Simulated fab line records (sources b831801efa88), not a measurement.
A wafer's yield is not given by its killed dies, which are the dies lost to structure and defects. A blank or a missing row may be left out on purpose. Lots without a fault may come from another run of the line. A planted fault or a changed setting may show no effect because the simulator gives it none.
What tool caused it? :: flow sky130 :: Sampling: 11 lots, 33 wafers, 2 of 708 route steps

WHAT THE GAUGES READ, wafer by wafer
SKY_GATE_OXIDE_THK_MEAS_02.
lot: L620
measured: day 13 18:20
on: filmMetro-03
GATE_OXIDE_OXIDATION_00_THK (nm): 8.25 8.26 8.37

lot: L621
measured: day 13 18:21
on: filmMetro-01
GATE_OXIDE_OXIDATION_00_THK (nm): 7.86 8.07 7.94

lot: L629
measured: day 16 18:03
on: filmMetro-03
GATE_OXIDE_OXIDATION_00_THK (nm): 10.28 10.07 10.23

lot: L630
measured: day 17 01:17
on: filmMetro-02
GATE_OXIDE_OXIDATION_00_THK (nm): 10.55 10.31 10.42

lot: L631
measured: day 17 19:41
on: filmMetro-01
GATE_OXIDE_OXIDATION_00_THK (nm): 10.52 10.43 10.48

lot: L632
measured: day 18 03:45
on: filmMetro-03
GATE_OXIDE_OXIDATION_00_THK (nm): 10.18 10.29 10.20

lot: L633
measured: day 18 06:25
on: filmMetro-03
GATE_OXIDE_OXIDATION_00_THK (nm): 10.11 10.07 10.18

lot: L635
measured: day 18 15:54
on: filmMetro-02
GATE_OXIDE_OXIDATION_00_THK (nm): 10.12 9.91 10.01

lot: L638
measured: day 19 22:15
on: filmMetro-01
GATE_OXIDE_OXIDATION_00_THK (nm): 9.92 10.16 10.00

lot: L639
measured: day 20 08:33
on: filmMetro-03
GATE_OXIDE_OXIDATION_00_THK (nm): 10.19 10.27 10.28

lot: L640
measured: day 20 13:44
on: filmMetro-03
GATE_OXIDE_OXIDATION_00_THK (nm): 10.28 10.31 10.33

EACH LOT AND THE TOOL THAT RAN IT (in order: tool; ch and the chambers of the sampled wafers; start)
lot: L620
SKY_GATE_OXIDE_OXIDATION_01: furnace-02 ch 0, day 13 16:56

lot: L621
SKY_GATE_OXIDE_OXIDATION_01: furnace-02 ch 0, day 13 16:56

lot: L629
SKY_GATE_OXIDE_OXIDATION_01: furnace-01 ch 0, day 16 16:38

lot: L630
SKY_GATE_OXIDE_OXIDATION_01: furnace-01 ch 0, day 16 23:52

lot: L631
SKY_GATE_OXIDE_OXIDATION_01: furnace-02 ch 0, day 17 18:16

lot: L632
SKY_GATE_OXIDE_OXIDATION_01: furnace-02 ch 0, day 18 02:19

lot: L633
SKY_GATE_OXIDE_OXIDATION_01: furnace-02 ch 0, day 18 04:59

lot: L635
SKY_GATE_OXIDE_OXIDATION_01: furnace-02 ch 0, day 18 14:29

lot: L638
SKY_GATE_OXIDE_OXIDATION_01: furnace-02 ch 0, day 19 20:49

lot: L639
SKY_GATE_OXIDE_OXIDATION_01: furnace-01 ch 0, day 20 07:07

lot: L640
SKY_GATE_OXIDE_OXIDATION_01: furnace-02 ch 0, day 20 12:19
- SKY_GATE_OXIDE_OXIDATION_01: stabilise 600 s, purge 300 s, target thk 10.268 nm.

THE ANSWER, worked out from the rows above alone
Rule: usual is defined by the lots themselves. The widest of any qualifying gaps counts: lots, ordered by their means at a reading, are off when they make up no more than a third of the lots, leave a main group of 4 or more, and stand apart from it by 3 or more times the standard deviation of that group's means. The tables above print the reading to a certain number of digits; a main group whose means all agree to those digits is not used. Also off: a lot with no number at a reading for which 4 or more lots have one. Where the step has rows for the other lots, those lots are counted as sound.
Off: L620, L621, at SKY_GATE_OXIDE_THK_MEAS_02 (GATE_OXIDE_OXIDATION_00_THK). The main group has a mean of 10.23 nm with a standard deviation of 0.15.
A tool fits if, at a process step before that reading, it ran every lot that is off, and no sound lot after the first of them. The gauges at SKY_GATE_OXIDE_THK_MEAS_02 are tried like those tools. No candidate that was tried fits.

WHAT THE SIMULATOR HAD INSERTED
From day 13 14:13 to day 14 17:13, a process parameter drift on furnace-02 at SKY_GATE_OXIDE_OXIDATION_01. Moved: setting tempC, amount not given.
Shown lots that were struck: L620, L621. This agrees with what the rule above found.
